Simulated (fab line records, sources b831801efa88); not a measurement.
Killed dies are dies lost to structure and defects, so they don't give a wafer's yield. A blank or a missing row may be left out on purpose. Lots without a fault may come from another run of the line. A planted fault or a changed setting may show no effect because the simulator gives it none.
Chamber matching | flow sfq_line | SFQ_TRILAYER_I6_CMP_CMP_166 on cmp-02: 4 sister chambers
The step polishes SiO2. 8 wafers are shown with their chamber, then 7 later ones without.

WAFERS WITH THEIR CHAMBER
wafer  | chamber | motor_current_A (A) | time_to_endpoint_s (s)
L204.3 | 1       | 10.7                | 208
L204.6 | 0       | 9.0                 | 218
L208.1 | 2       | 10.4                | 213
L208.6 | 0       | 9.5                 | 221
L218.2 | 1       | 10.4                | 214
L218.4 | 2       | 10.1                | 229
L220.3 | 3       | 9.0                 | 219
L220.5 | 3       | 9.0                 | 213

WAFERS WITHOUT THEIR CHAMBER
wafer  | motor_current_A (A) | time_to_endpoint_s (s)
L220.6 | 9.5                 | 214
L222.2 | 10.5                | 218
L222.3 | 9.7                 | 214
L222.6 | 11.0                | 221
L224.1 | 10.6                | 214
L224.2 | 9.4                 | 220
L224.5 | 9.0                 | 221

WHICH CHAMBER EACH WENT THROUGH
wafer  | from the rows above               | in truth
L220.6 | can't be placed: 0 or 3           | 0
L222.2 | can't be placed: 1 or 2           | 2
L222.3 | can't be placed: 0 or 2 or 3 or 1 | 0
L222.6 | can't be placed: 1 or 2           | 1
L224.1 | can't be placed: 1 or 2           | 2
L224.2 | can't be placed: 0 or 3           | 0
L224.5 | can't be placed: 3 or 0           | 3
Placed correctly: 0 of 7. Can't be placed from these rows: 7 (the true chamber is among the candidates in 7). Placed wrongly: 0.
How it was worked out, from the rows above alone: a wafer's distance from a chamber is the root of the sum, over the readings, of the square of ((its reading less the chamber's mean) divided by the reading's scatter). The wafer belongs to the nearest chamber; if the next one is less than 2 further off, it can't be placed. A chamber's mean is the mean of its shown wafers. The scatter: the root of (the sum of the squares of (reading less its chamber's mean) over the shown wafers, divided by (wafers less chambers)).
